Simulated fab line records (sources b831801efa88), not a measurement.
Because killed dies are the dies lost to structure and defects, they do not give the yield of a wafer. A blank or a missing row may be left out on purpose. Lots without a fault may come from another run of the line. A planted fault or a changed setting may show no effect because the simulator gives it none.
Struck lot and sound lot, side by side + flow sky130 + 20 steps out of a route of 708
Sound: wafers L508.1, L508.2, L508.4. Wafers L518.4, L518.5, L518.6 were the ones struck. The cause is given at the end.
Order at every step that has rows: each side's tool, ch and its chambers, its first start. Under that, the readings that differ: sound wafers + struck wafers + difference of the means + sigmas: that difference in standard deviations of wafers without a fault.
alike: readings with means less than 2 such deviations apart, plus words and numbers identical on both sides. not compared: withheld readings, readings lacking a value on some wafer, bounds such as >300 that could conceal the same value, and numbers that have no deviation in the record and whose values overlap.
Wherever a step has rows on one side only, a row that says differs or no value, or a row with sigmas, the two part there. Numbers that don't overlap but have no deviation are shown without sigmas and don't part them. A reading missing from all wafers of one side parts the sides only when that side holds two or more wafers.

SKY_RES_XHIGH_STRIP_08: strips in O2/N2.
  sound on plasmaAsher-03 ch 0,1, day 29 12:47; struck on plasmaAsher-03 ch 0,1, day 32 07:05
  alike: drypumpMotorCurrentA, n2FlowSccm, oesProductAu, stripTimeToEndpointS
  not compared: rfHoursCounterH
SKY_RES_XHIGH_TW_MEAS_09:
  sound on filmMetro-04 at day 29 12:53; struck on filmMetro-03 at day 32 07:11
  alike: RES_XHIGH_TW
then, 7 steps without rows for these wafers: SKY_SD_N_DEHYDRATE_00 (time 60 s); SKY_SD_N_HMDS_01 (prime time 60 s); SKY_SD_N_COAT_02 (resist thk 1140 nm); SKY_SD_N_SOFTBAKE_03 (time 60 s); SKY_SD_N_EXPOSE_04 (exposes mask NSDM, target cd 380 nm); SKY_SD_N_PEB_05; SKY_SD_N_DEVELOP_06 (develop time 60 s).
SKY_SD_N_CD_MEAS_07 targets a cd of 380 nm.
  sound on cdSem-02 at day 30 15:41; struck on cdSem-01 at day 33 10:22
  alike: cdNm
SKY_SD_N_OVL_MEAS_08:
  sound on overlay-02 at day 30 15:49; struck on overlay-01 at day 33 10:26
  alike: SD_N_OVL
after that, 1 step had no rows for these wafers: SKY_SD_N_IMPLANT_09.
SKY_SD_N_IMPLANT_10:
  sound on implanter-01 ch 0, day 30 15:59; struck on implanter-03 ch 0, day 33 10:41
| reading     | sound                           | struck                           | difference  | sigmas      |
|-------------|---------------------------------|----------------------------------|-------------|-------------|
| beamOnS (s) | 11.1 11.2 11.3                  | 16.3 16.0 16.8                   | +5.2        | +8          |
| doseIonsCm2 | 9.984e+13 1.0002e+14 1.0007e+14 | 1.6992e+14 1.7003e+14 1.6993e+14 | +6.9983e+13 | +99 or more |
SKY_SD_N_STRIP_11: strips in O2/N2.
  sound on plasmaAsher-01 ch 0,1, day 30 16:08; struck on plasmaAsher-01 ch 0,1, day 33 10:47
  alike: drypumpMotorCurrentA, n2FlowSccm, oesProductAu, stripTimeToEndpointS
  not compared: rfHoursCounterH
SKY_SD_N_TW_MEAS_12:
  sound on filmMetro-04 at day 30 16:14; struck on filmMetro-02 at day 33 10:53
  alike: SD_N_TW
then, 1 step without rows for these wafers: SKY_SD_N_CLEAN_13 (cleans in SC1/SC2, time 150 s).
SKY_SD_N_RTA_14: time 2 s.
  sound on rtpAnneal-02 ch 0, day 30 16:21; struck on rtpAnneal-01 ch 0, day 33 11:00
  alike: lampPowerPct, wafer_temp_C_max
SKY_SD_N_RS_MEAS_16: measurement is done with a four-point probe.
  sound on filmMetro-04 at day 30 16:31; struck on filmMetro-03 at day 33 11:12
| reading          | sound             | struck            | difference | sigmas |
|------------------|-------------------|-------------------|------------|--------|
| SD_N_RS (ohm/sq) | 68.40 68.42 68.45 | 66.53 66.48 66.53 | -1.91      | -17    |
SKY_SD_N_RS_MEAS_17: measurement is done with a four-point probe.
  sound on filmMetro-04 at day 30 16:38; struck on filmMetro-03 at day 33 11:19
  alike: SD_P_RS
SKY_PAD_OPEN_PROBE_99:
  the record has rows for the sound wafers here (prober-01, day 47 23:11) and none for the struck ones

== WHERE THEY PART ==
Earliest at SKY_SD_N_IMPLANT_10; latest, in this record, at SKY_PAD_OPEN_PROBE_99.

WHY: the cause the simulator had injected
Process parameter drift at SKY_SD_N_IMPLANT_10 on implanter-03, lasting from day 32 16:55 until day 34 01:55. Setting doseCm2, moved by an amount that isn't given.
